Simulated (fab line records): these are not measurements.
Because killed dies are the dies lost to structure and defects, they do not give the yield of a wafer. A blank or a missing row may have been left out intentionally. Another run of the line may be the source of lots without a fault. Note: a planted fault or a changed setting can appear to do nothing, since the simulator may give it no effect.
Chamber matching ; flow gf180mcu ; GF_V5_ETCH_17 on rie_diel-04 has 4 sister chambers
The step etches SiO2 in C4F8/O2/Ar, stops on TiN, target depth 855 nm. 14 wafers are shown with their chamber, then 7 later ones without.

== WAFERS, EACH WITH ITS CHAMBER ==
wafer;chamber;rf_fwd_power_W (W);oes_product_au (a.u.);chamber_pressure_mTorr (mTorr)
L128.1;3;1494;0.854;39.96
L128.2;2;1490;0.859;40.00
L128.4;0;1492;0.864;40.01
L129.3;1;1500;0.860;40.02
L129.5;1;1500;0.861;40.00
L129.6;0;1487;0.857;40.00
L132.2;0;1494;0.855;40.04
L132.3;1;1493;0.864;40.00
L132.4;3;1493;0.853;39.96
L133.1;3;1486;0.861;40.09
L133.5;3;1500;0.865;39.99
L133.6;2;1489;0.848;39.98
L134.2;2;1498;0.858;39.97
L134.3;1;1498;0.862;40.00

SIGNATURES (averages over the wafers above)
reading;chamber 0;chamber 1;chamber 2;chamber 3;scatter within a chamber
rf_fwd_power_W;1491.00;1497.75;1492.33;1493.25;4.54
oes_product_au;0.85867;0.86175;0.85500;0.85825;0.00476
chamber_pressure_mTorr;40.0167;40.0050;39.9833;40.0000;0.0361
Rule: a wafer's distance from a chamber is the root of the sum, over the readings, of the square of ((its reading less the chamber's mean) divided by the reading's scatter). If the next closest chamber is less than 2 further off than the closest, the wafer can't be placed; otherwise it belongs to the closest. The scatter is the square root of a quotient: the sum, over the shown wafers, of each reading's squared deviation from its chamber's mean, divided by wafers minus chambers.

== WAFERS WITH NO CHAMBER GIVEN ==
wafer;rf_fwd_power_W (W);oes_product_au (a.u.);chamber_pressure_mTorr (mTorr)
L134.5;1501;0.863;40.03
L144.2;1498;0.855;39.98
L144.4;1504;0.855;39.99
L144.6;1494;0.860;39.96
L145.1;1489;0.866;39.98
L145.3;1485;0.856;39.94
L145.4;1489;0.866;40.06

== CHAMBER TAKEN BY EACH ==
wafer;from the rows above;in truth
L134.5;can't be placed: 1 or 3 or 0 or 2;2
L144.2;can't be placed: 2 or 3 or 1 or 0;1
L144.4;can't be placed: 1 or 3 or 2 or 0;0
L144.6;can't be placed: 3 or 2 or 1 or 0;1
L145.1;can't be placed: 0 or 3 or 1 or 2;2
L145.3;can't be placed: 2 or 3 or 0 or 1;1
L145.4;can't be placed: 0 or 3 or 1 or 2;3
0 of 7 placed correctly. These rows do not allow placing 7 (true chamber among the candidates in 7). Wrongly placed: 0.
